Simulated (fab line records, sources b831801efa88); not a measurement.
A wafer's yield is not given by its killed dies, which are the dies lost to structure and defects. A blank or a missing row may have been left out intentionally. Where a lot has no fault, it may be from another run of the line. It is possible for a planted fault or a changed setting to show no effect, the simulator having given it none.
Matching of chambers / flow gf180mcu / GF_V3_CMP_04 on cmp-01 has 4 sister chambers
The step polishes SiO2. 8 wafers are shown with their chamber, then 12 later ones without.

## WAFERS, EACH WITH ITS CHAMBER
wafer=L084.5; chamber=0; motorCurrentA (A)=11.4; timeToEndpointS (s)=94
wafer=L085.1; chamber=1; motorCurrentA (A)=13.9; timeToEndpointS (s)=73
wafer=L088.2; chamber=2; motorCurrentA (A)=14.6; timeToEndpointS (s)=83
wafer=L088.3; chamber=3; motorCurrentA (A)=12.4; timeToEndpointS (s)=82
wafer=L088.6; chamber=2; motorCurrentA (A)=13.9; timeToEndpointS (s)=88
wafer=L089.2; chamber=1; motorCurrentA (A)=13.8; timeToEndpointS (s)=82
wafer=L089.3; chamber=3; motorCurrentA (A)=12.9; timeToEndpointS (s)=87
wafer=L089.4; chamber=0; motorCurrentA (A)=11.0; timeToEndpointS (s)=90

## WAFERS WITHOUT THEIR CHAMBER
wafer=L091.1; motorCurrentA (A)=13.8; timeToEndpointS (s)=75
wafer=L091.2; motorCurrentA (A)=13.5; timeToEndpointS (s)=73
wafer=L091.5; motorCurrentA (A)=13.1; timeToEndpointS (s)=78
wafer=L093.1; motorCurrentA (A)=10.8; timeToEndpointS (s)=82
wafer=L093.2; motorCurrentA (A)=13.1; timeToEndpointS (s)=83
wafer=L093.6; motorCurrentA (A)=13.3; timeToEndpointS (s)=87
wafer=L095.2; motorCurrentA (A)=13.0; timeToEndpointS (s)=87
wafer=L095.3; motorCurrentA (A)=13.7; timeToEndpointS (s)=79
wafer=L095.5; motorCurrentA (A)=13.5; timeToEndpointS (s)=88
wafer=L096.1; motorCurrentA (A)=12.5; timeToEndpointS (s)=80
wafer=L096.3; motorCurrentA (A)=10.8; timeToEndpointS (s)=81
wafer=L096.4; motorCurrentA (A)=14.5; timeToEndpointS (s)=84

## WHICH CHAMBER EACH ONE RAN IN
wafer=L091.1; from the rows above=1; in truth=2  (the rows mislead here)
wafer=L091.2; from the rows above=1; in truth=1
wafer=L091.5; from the rows above=can't be placed: 3 or 1 or 2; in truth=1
wafer=L093.1; from the rows above=0; in truth=0
wafer=L093.2; from the rows above=can't be placed: 3 or 1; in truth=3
wafer=L093.6; from the rows above=can't be placed: 3 or 1 or 2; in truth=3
wafer=L095.2; from the rows above=3; in truth=3
wafer=L095.3; from the rows above=can't be placed: 1 or 2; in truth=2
wafer=L095.5; from the rows above=can't be placed: 2 or 3 or 1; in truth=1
wafer=L096.1; from the rows above=3; in truth=3
wafer=L096.3; from the rows above=0; in truth=0
wafer=L096.4; from the rows above=can't be placed: 2 or 1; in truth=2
Correctly placed: 5 of 12. From these rows, 6 cannot be placed; in 6 the true chamber is one of the candidates. 1 placed wrongly.
How it was worked out, from the rows above alone: a wafer's distance from a chamber is the root of the sum, over the readings, of the square of ((its reading less the chamber's mean) divided by the reading's scatter). If the next closest chamber is less than 2 further off than the closest, the wafer can't be placed; otherwise it belongs to the closest. Each chamber's mean is taken over the wafers shown for it. The scatter is the square root of a quotient: the sum, over the shown wafers, of each reading's squared deviation from its chamber's mean, divided by wafers minus chambers.
